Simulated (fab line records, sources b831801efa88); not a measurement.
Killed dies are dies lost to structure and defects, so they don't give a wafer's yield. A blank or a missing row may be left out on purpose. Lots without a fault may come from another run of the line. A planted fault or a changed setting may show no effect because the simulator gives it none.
One fault seen from 2 desks | flow gf180mcu | each desk has only its own numbers; what lay behind them comes last

THE TOOL OWNER'S DESK: implanter-01
The tool's own readings at GF_NWELL_IMPLANT_08: means of the sampled wafers that have a number, for each lot that ran on this tool. A lot is out of limits, marked OUT, if its mean lies more than 4 standard deviations from the usual mean; the brackets give that distance.
Columns: A = beam_energy_keV at GF_NWELL_IMPLANT_08, usual 449.99
lot  | first seen here | A
L608 | day 5 14:19     | 449.83
L609 | day 5 19:25     | 460.61 (+71) OUT
L611 | day 6 06:22     | 460.43 (+70) OUT
This desk's finding: out of limits on L609, L611; first on L609, day 5 19:25 (beam_energy_keV at GF_NWELL_IMPLANT_08). In limits: L608.

THE METROLOGY DESK
What the gauges read, lot by lot, whatever tool the lot ran on: means of the sampled wafers that have a number. A lot is out of limits, marked OUT, if its mean lies more than 4 standard deviations from the usual mean; the brackets give that distance.
Columns: A = DNWELL_TW at GF_DNWELL_TW_MEAS_09, usual 1350; B = NWELL_OVL at GF_NWELL_OVL_MEAS_07, usual 0.0 nm
lot  | first seen here | A    | B
L605 | day 4 09:30     | 1344 | 0.0
L608 | day 5 00:07     | 1346 | 0.2
L609 | day 5 05:41     | 1356 | 0.5
L611 | day 5 14:48     | 1349 | -2.1
L615 | day 6 11:56     | 1348 | -1.0
L619 | day 7 09:13     | 1355 | -1.5
This desk's finding: nothing out of limits on any of the 6 lots.

PUT TOGETHER
The tool owner's desk could have raised an alarm at day 5 19:25, on L609, L611.
The metrology desk saw nothing out of limits.
The metrology desk has L609, L611 on record, within its limits.
Of the lots named, all ran GF_NWELL_IMPLANT_08 on implanter-01.

WHAT THE SIMULATOR HAD PUT IN
Process parameter drift: implanter-01, from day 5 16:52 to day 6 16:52, at GF_NWELL_IMPLANT_08. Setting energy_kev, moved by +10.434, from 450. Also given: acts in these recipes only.
Lots struck among those shown: L609, L611.
Hours from the fault's start to each desk's first reading out of limits: the tool owner's desk, 3.
